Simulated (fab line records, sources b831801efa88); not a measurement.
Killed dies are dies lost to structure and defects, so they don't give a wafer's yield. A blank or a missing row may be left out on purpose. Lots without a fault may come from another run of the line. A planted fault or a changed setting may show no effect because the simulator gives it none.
Problem report in the 8D (eight disciplines) form, filled by code | flow gf180mcu | the parts of the form that need people (team, actions taken, sign-off) are left out

1. THE PROBLEM
NWELL_RS at GF_VT_IMPLANT_RS_MEAS_47 reads a mean of 512.4 ohm/sq on 2 wafers of 2 lots; wafers without a fault read 487.8 ohm/sq with a standard deviation of 1.3. That is +19 standard deviations from the usual mean.
The step: measures by four-point-probe.
First seen on wafer L854.4, day 11 08:23, on film_metro-04. The record holds 40 wafers of 14 lots with a number at this step. Rule for "out", or "out of limits": more than 4 standard deviations from the usual mean. The other wafers with a number count as sound.

2. WHAT IT IS AND WHAT IT IS NOT
question                    | is                           | is not
which readings at this step | NWELL_RS                     | -
which lots                  | L854, L855                   | L841, L843, L844, L845, L846, L848, L851, L857, L858, L860, L861, L863
which wafers of those lots  | L854.4, L855.5               | L854.2, L855.1
read on which gauges        | film_metro-02, film_metro-04 | film_metro-03
when                        | from day 11 08:23            | up to then (22 sound wafers); but 16 sound wafers of L855, L857, L858, L860, L861, L863 came after

3. SUSPECTS, AND WHAT RULES EACH OUT
Counting: a tool at a process step up to the reading stays a suspect if it ran every lot that is out. Sound lots after the first of them don't rule it out here, since some wafers of a struck lot are sound.
- the gauge at GF_VT_IMPLANT_RS_MEAS_47: ruled out. The wafers that are out were read on 2 gauges (film_metro-02, film_metro-04).
- implanter-01 at GF_NWELL_IMPLANT_08: kept. It ran every lot that is out, first L854 (day 6 08:38); its last sound lot up to then is L851 (day 5 13:14).
Left after counting: implanter-01 at GF_NWELL_IMPLANT_08.

4. THE CAUSE (what the simulator had put in)
Process parameter drift: implanter-01, from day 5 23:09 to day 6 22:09, at GF_NWELL_IMPLANT_08. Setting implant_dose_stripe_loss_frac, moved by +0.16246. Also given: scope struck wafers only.
Counting left only this tool.

5. THE CHAIN OF EFFECTS, in route order
Each row: a reading whose mean over the struck wafers that have a number lies more than 3 standard deviations from the usual. Only readings for which the record gives a usual standard deviation are gone through. hours: the time from each lot's start at the first step in this table that gives one to its start at this step, as a median over the lots. sigmas: the change in usual standard deviations.
hours | step                     | reading  | usual        | on struck wafers | change | sigmas
0     | GF_VT_IMPLANT_RS_MEAS_47 | NWELL_RS | 487.8 ohm/sq | 512.4            | +24.6  | +19
Later measuring or inspecting steps at which every struck wafer that the step has a row for has a number for every such reading, and none has moved that far: GF_PSD_OVL_MEAS_08, GF_M2_RS_MEAS_05.

6. WHAT WOULD HAVE CAUGHT IT SOONER
In this record the first reading out of limits at a measuring or inspecting step was taken at day 11 08:23, 129 hours after the fault began at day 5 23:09.
All the lots that are out (2) had begun GF_NWELL_IMPLANT_08 on implanter-01 by day 11 08:23. A hold on the tool at that time would have spared none of them.
